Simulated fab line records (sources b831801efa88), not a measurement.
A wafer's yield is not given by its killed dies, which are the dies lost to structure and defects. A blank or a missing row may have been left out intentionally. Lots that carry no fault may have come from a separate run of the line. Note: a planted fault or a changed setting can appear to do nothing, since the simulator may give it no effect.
Struck lot and sound lot, side by side || flow sky130 || 43 out of 708 route steps
Sound: the wafers L154.3, L154.5, L154.6. Wafers L157.2, L157.4, L157.5 were the ones struck. The cause is given at the end.
Each step with rows lists, per side, the tool, then ch with its chambers, then its first start. Under that, the readings that differ: sound wafers || struck wafers || difference of the means || sigmas: that difference in standard deviations of wafers without a fault.
alike: readings whose means differ by less than 2 such deviations, and words and numbers that are the same on both sides. not compared: withheld readings, readings that some wafer has no value for, bounds like >300 that may hide the same value, and numbers for which the record gives no deviation and whose values overlap.
The two part at a step that has a row with sigmas, a row that says differs or no value, or rows on one side only. Non-overlapping numbers with no deviation appear without sigmas and do not part them. A reading that every wafer of one side lacks parts them only if that side has two wafers or more.

SKY_POLY_CUT_ETCH_10: etches BARC in N2/H2, stops on SiO2, time 45.9 s, target depth 60 nm.
  sound on rie diel-04 ch 1,2, day 27 12:00; struck on rie diel-03 ch 0,1,3, day 28 18:54
  alike: drypump motor current A, h2 flow sccm, oes product au, throttle valve pct
  not compared: rf hours counter h
then, 1 step without rows for these wafers: SKY_POLY_CUT_ETCH_11 (etches Si3N4 in CF4/CH2F2/Ar, stops on poly-Si, time 42.5 s, target depth 60 nm).
SKY_POLY_CUT_STRIP_12: strips in O2/N2.
  sound on plasma asher-02 ch 0,1, day 27 12:07; struck on plasma asher-03 ch 0,1, day 28 18:59
  alike: drypump motor current A, o2 flow sccm, oes product au, strip time to endpoint s
  not compared: rf hours counter h
then, 7 steps without rows for these wafers: SKY_SD_P_DEHYDRATE_00 (time 60 s); SKY_SD_P_HMDS_01 (prime time 60 s); SKY_SD_P_COAT_02 (resist thk 1140 nm); SKY_SD_P_SOFTBAKE_03 (time 60 s); SKY_SD_P_EXPOSE_04 (exposes mask PSDM, target cd 380 nm); SKY_SD_P_PEB_05; SKY_SD_P_DEVELOP_06 (develop time 60 s).
SKY_SD_P_CD_MEAS_07: the cd target is 380 nm.
  sound on cd sem-02 at day 28 16:03; struck on cd sem-01 at day 29 22:50
  alike: cd nm
SKY_SD_P_OVL_MEAS_08:
  sound on overlay-02 at day 28 16:08; struck on overlay-01 at day 29 22:57
  alike: SD_P_OVL
SKY_SD_P_IMPLANT_09:
  sound on implanter-03 ch 0, day 28 16:13; struck on implanter-03 ch 0, day 29 23:00
{"reading": "tilt deg (degrees)", "sound": "-0.014 -0.014 0.034", "struck": "6.291 6.269 6.281", "difference": "+6.278", "sigmas": "+99 or more"}
SKY_SD_P_STRIP_10: strips in O2/N2.
  sound on plasma asher-01 ch 0,1, day 28 16:20; struck on plasma asher-01 ch 0,1, day 29 23:08
  alike: drypump motor current A, o2 flow sccm, oes product au, strip time to endpoint s
  not compared: rf hours counter h
SKY_SD_P_TW_MEAS_11:
  sound on film metro-01 at day 28 16:26; struck on film metro-03 at day 29 23:14
{"reading": "SD_P_TW", "sound": "2839 2816 2822", "struck": "3015 3031 3018", "difference": "+196", "sigmas": "+12"}
then, 8 steps without rows for these wafers: SKY_RES_XHIGH_DEHYDRATE_00 (time 60 s); SKY_RES_XHIGH_HMDS_01 (prime time 60 s); SKY_RES_XHIGH_COAT_02 (resist thk 1140 nm); SKY_RES_XHIGH_SOFTBAKE_03 (time 60 s); SKY_RES_XHIGH_EXPOSE_04 (exposes mask URPM, target cd 1270 nm); SKY_RES_XHIGH_PEB_05; SKY_RES_XHIGH_DEVELOP_06 (develop time 60 s); SKY_RES_XHIGH_IMPLANT_07.
SKY_RES_XHIGH_STRIP_08: strips in O2/N2.
  sound on plasma asher-02 ch 0,1, day 29 19:48; struck on plasma asher-01 ch 0,1, day 31 02:48
{"reading": "strip time to endpoint s (s)", "sound": "14.31 14.31 14.35", "struck": "14.22 14.23 14.22", "difference": -0.10, "sigmas": -3}
  alike: drypump motor current A, o2 flow sccm, oes product au
  not compared: rf hours counter h
SKY_RES_XHIGH_TW_MEAS_09:
  sound on film metro-01 at day 29 19:53; struck on film metro-04 at day 31 02:55
  alike: RES_XHIGH_TW
then, 7 steps without rows for these wafers: SKY_SD_N_DEHYDRATE_00 (time 60 s); SKY_SD_N_HMDS_01 (prime time 60 s); SKY_SD_N_COAT_02 (resist thk 1140 nm); SKY_SD_N_SOFTBAKE_03 (time 60 s); SKY_SD_N_EXPOSE_04 (exposes mask NSDM, target cd 380 nm); SKY_SD_N_PEB_05; SKY_SD_N_DEVELOP_06 (develop time 60 s).
SKY_SD_N_CD_MEAS_07: the cd target is 380 nm.
  sound on cd sem-01 at day 30 23:37; struck on cd sem-01 at day 32 05:38
  alike: cd nm
SKY_SD_N_OVL_MEAS_08:
  sound on overlay-01 at day 30 23:42; struck on overlay-01 at day 32 05:45
  alike: SD_N_OVL
then, 2 steps without rows for these wafers: SKY_SD_N_IMPLANT_09; SKY_SD_N_IMPLANT_10.
SKY_SD_N_STRIP_11: strips in O2/N2.
  sound on plasma asher-04 ch 0,1, day 31 00:04; struck on plasma asher-03 ch 0,1, day 32 06:05
{"reading": "strip time to endpoint s (s)", "sound": "22.57 22.62 22.63", "struck": "22.51 22.53 22.52", "difference": -0.09, "sigmas": -2}
  alike: drypump motor current A, o2 flow sccm, oes product au
  not compared: rf hours counter h
SKY_SD_N_TW_MEAS_12:
  sound on film metro-03 at day 31 00:09; struck on film metro-04 at day 32 06:11
{"reading": "SD_N_TW", "sound": "3994 4004 4000", "struck": "4066 4054 4062", "difference": "+61", "sigmas": "+3"}
then, 2 steps without rows for these wafers: SKY_SD_N_CLEAN_13 (cleans in SC1/SC2, time 150 s); SKY_SD_N_RTA_14 (time 2 s).
SKY_SD_N_RS_MEAS_16: measurement is done with a four-point probe.
  sound on film metro-01 at day 31 00:27; struck on film metro-03 at day 32 06:29
  alike: SD_N_RS
SKY_SD_N_RS_MEAS_17: measurement is done with a four-point probe.
  sound on film metro-01 at day 31 00:34; struck on film metro-03 at day 32 06:36
{"reading": "SD_P_RS (ohm/sq)", "sound": "147.4 147.2 147.5", "struck": "138.7 138.7 138.3", "difference": -8.8, "sigmas": -23}
SKY_PAD_OPEN_PROBE_99:
  the record has rows for the sound wafers here (prober-01, day 48 03:45) and none for the struck ones

== WHERE THEY PART ==
First at SKY_SD_P_IMPLANT_09; last, within this record, at SKY_PAD_OPEN_PROBE_99.

WHY: the cause the simulator had injected
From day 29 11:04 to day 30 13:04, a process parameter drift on implanter-03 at SKY_SD_P_IMPLANT_09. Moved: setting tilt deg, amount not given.
